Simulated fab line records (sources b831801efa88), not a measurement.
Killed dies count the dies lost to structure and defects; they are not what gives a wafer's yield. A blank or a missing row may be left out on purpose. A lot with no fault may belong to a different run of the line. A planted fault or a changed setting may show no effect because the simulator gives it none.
2 desks, one fault | flow gf180mcu | what lay behind the numbers comes last; until then each desk has only its own

## THE TOOL OWNER'S DESK: implanter-03
For each lot that ran on this tool, the mean over its sampled wafers that have a number, from the tool's own readings at GF_NWELL_IMPLANT_09. Marked OUT: a lot whose mean sits more than 4 standard deviations from the usual mean, which makes it out of limits; the brackets give that distance.
Columns: A = beam energy keV at GF_NWELL_IMPLANT_09, usual 159.99; B = dose ions cm2 at GF_NWELL_IMPLANT_09, usual 4e+12; C = faraday current uA at GF_NWELL_IMPLANT_09, usual 22.5; D = tilt deg at GF_NWELL_IMPLANT_09, usual 0.005 degrees
lot  | first seen here | A      | B                       | C                       | D
L455 | day 3 23:29     | 160.01 | 4e+12                   | 22.5                    | 0.001
L456 | day 4 13:35     | 160.04 | 4e+12                   | 22.3                    | -0.001
L463 | day 5 22:49     | 159.99 | 4e+12                   | 22.9                    | -0.009
L470 | day 7 10:14     | 159.97 | 4e+13 (+99 or more) OUT | 206.7 (+99 or more) OUT | 0.004
L471 | day 7 16:41     | 159.95 | 4e+13 (+99 or more) OUT | 208.2 (+99 or more) OUT | 0.005
This desk's verdict: out of limits on L470, L471, starting with L470 at day 7 10:14 (dose ions cm2 at GF_NWELL_IMPLANT_09). L455, L456, L463 stayed within limits.

## METROLOGY DESK
Lot by lot, what the gauges showed, no matter which tool ran the lot: averages of those sampled wafers that carry a number. Marked OUT: a lot whose mean sits more than 4 standard deviations from the usual mean, which makes it out of limits; the brackets give that distance.
Columns: A = NWELL_TW at GF_NWELL_TW_MEAS_11, usual 1574; B = LVPWELL_OVL at GF_LVPWELL_OVL_MEAS_07, usual 1.2 nm; C = MVSD_TW at GF_MVSD_TW_MEAS_11, usual 1583; D = HV_LDD_CVD_54_THK at GF_HV_LDD_THK_MEAS_55, usual 9.97 nm
lot  | first seen here | A              | B    | C    | D
L453 | day 3 13:10     | 1572           | -0.3 | 1583 | 9.91
L454 | day 3 16:33     | 1576           | 1.4  | 1583 | 9.91
L455 | day 3 23:44     | 1588           | 2.1  | 1572 | 9.96
L457 | day 4 13:29     | 1578           | 1.7  | 1592 | 10.06
L456 | day 4 13:50     | 1579           | 1.2  | 1594 | 9.99
L460 | day 5 10:45     | 1588           | 0.4  | 1602 | 10.14
L461 | day 5 16:51     | 1571           | 1.9  | 1597 | 9.90
L463 | day 5 23:03     | 1566           | -0.6 | 1585 | 9.83
L470 | day 7 10:29     | 2017 (+48) OUT | -    | -    | -
L471 | day 7 16:56     | 2011 (+47) OUT | -    | -    | -
L472 | day 7 21:17     | 1587           | 0.9  | 1595 | 10.01
L473 | day 8 01:34     | 1572           | 0.9  | 1591 | 10.01
L474 | day 8 08:12     | 1568           | 2.5  | 1578 | 10.11
L475 | day 8 15:59     | 1580           | 1.1  | 1577 | 9.98
Per this desk, out of limits: L470, L471; the first was L470, day 7 10:29 (NWELL_TW at GF_NWELL_TW_MEAS_11). L453, L454, L455, L457, L456, L460, L461, L463, L472, L473, L474, L475 stayed within limits.

## TAKEN TOGETHER
An alarm could have come from the tool owner's desk at day 7 10:14, on L470, L471.
L470, L471 would have let the metrology desk raise an alarm at day 7 10:29.
The lots listed all ran GF_NWELL_IMPLANT_09 on implanter-03.

## WHAT THE SIMULATOR HAD INSERTED
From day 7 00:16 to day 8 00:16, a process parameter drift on implanter-03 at GF_NWELL_IMPLANT_09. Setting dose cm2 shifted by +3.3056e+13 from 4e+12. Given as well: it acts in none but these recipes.
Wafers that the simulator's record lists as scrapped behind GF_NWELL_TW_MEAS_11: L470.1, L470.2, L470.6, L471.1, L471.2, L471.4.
Struck lots among those shown: L470, L471.
Counting hours from when the fault started, the first reading out of limits came at 10 for the tool owner's desk and at 10 for the metrology desk.
